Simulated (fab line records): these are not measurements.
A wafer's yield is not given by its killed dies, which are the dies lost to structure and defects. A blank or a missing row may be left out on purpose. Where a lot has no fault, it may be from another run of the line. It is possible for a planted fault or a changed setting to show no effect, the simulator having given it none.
Which tool is to blame? || flow gf180mcu || Sampling: 7 lots, 21 wafers, 2 of 602 route steps

== WHAT THE GAUGES SHOWED, per wafer ==
GF_V5_THK_MEAS_03.
{"lot": "L315", "measured": "day 26 17:25", "on": "film_metro-02", "V5_CVD_02_THK (nm)": "1433 1436 1468"}
{"lot": "L319", "measured": "day 27 22:59", "on": "film_metro-02", "V5_CVD_02_THK (nm)": "1421 1425 1477"}
{"lot": "L321", "measured": "day 28 15:20", "on": "film_metro-02", "V5_CVD_02_THK (nm)": "1439 1450 1442"}
{"lot": "L323", "measured": "day 29 03:47", "on": "film_metro-03", "V5_CVD_02_THK (nm)": "1441 1457 1460"}
{"lot": "L326", "measured": "day 30 00:43", "on": "film_metro-02", "V5_CVD_02_THK (nm)": "1442 1474 1452"}
{"lot": "L332", "measured": "day 31 18:08", "on": "film_metro-02", "V5_CVD_02_THK (nm)": "1424 1460 1456"}
{"lot": "L336", "measured": "day 32 23:50", "on": "film_metro-02", "V5_CVD_02_THK (nm)": "1445 1446 1470"}

== WHAT TOOL EACH LOT RAN ON (gives the tool, then ch and the chambers of the sampled wafers, and finally the start) ==
{"lot": "L315", "GF_PSD_STRIP_10": "plasma_asher-02 ch 0,1, day 14 15:08"}
{"lot": "L319", "GF_PSD_STRIP_10": "plasma_asher-02 ch 0,1, day 15 23:20"}
{"lot": "L321", "GF_PSD_STRIP_10": "plasma_asher-04 ch 0,1, day 16 16:11"}
{"lot": "L323", "GF_PSD_STRIP_10": "plasma_asher-02 ch 0,1, day 17 06:35"}
{"lot": "L326", "GF_PSD_STRIP_10": "plasma_asher-04 ch 0,1, day 18 07:41"}
{"lot": "L332", "GF_PSD_STRIP_10": "plasma_asher-01 ch 0,1, day 20 17:44"}
{"lot": "L336", "GF_PSD_STRIP_10": "plasma_asher-02 ch 0,1, day 22 05:41"}
- GF_PSD_STRIP_10: strips in O2/N2.

== THE ANSWER, worked out from the rows above alone ==
Rule: the usual values come from the lots themselves. The widest of any qualifying gaps counts: lots, ordered by their means at a reading, are off when they make up no more than a third of the lots, leave a main group of 4 or more, and stand apart from it by 3 or more times the standard deviation of that group's means. If all means in a main group match to the digits the tables above print for the reading, that group is not used. Also off: a lot with no number at a reading for which 4 or more lots have one. Any other lot the step has rows for is counted as sound.
No lot is off at any reading shown: from this, nothing can be told.

== WHAT WAS PUT IN BY THE SIMULATOR ==
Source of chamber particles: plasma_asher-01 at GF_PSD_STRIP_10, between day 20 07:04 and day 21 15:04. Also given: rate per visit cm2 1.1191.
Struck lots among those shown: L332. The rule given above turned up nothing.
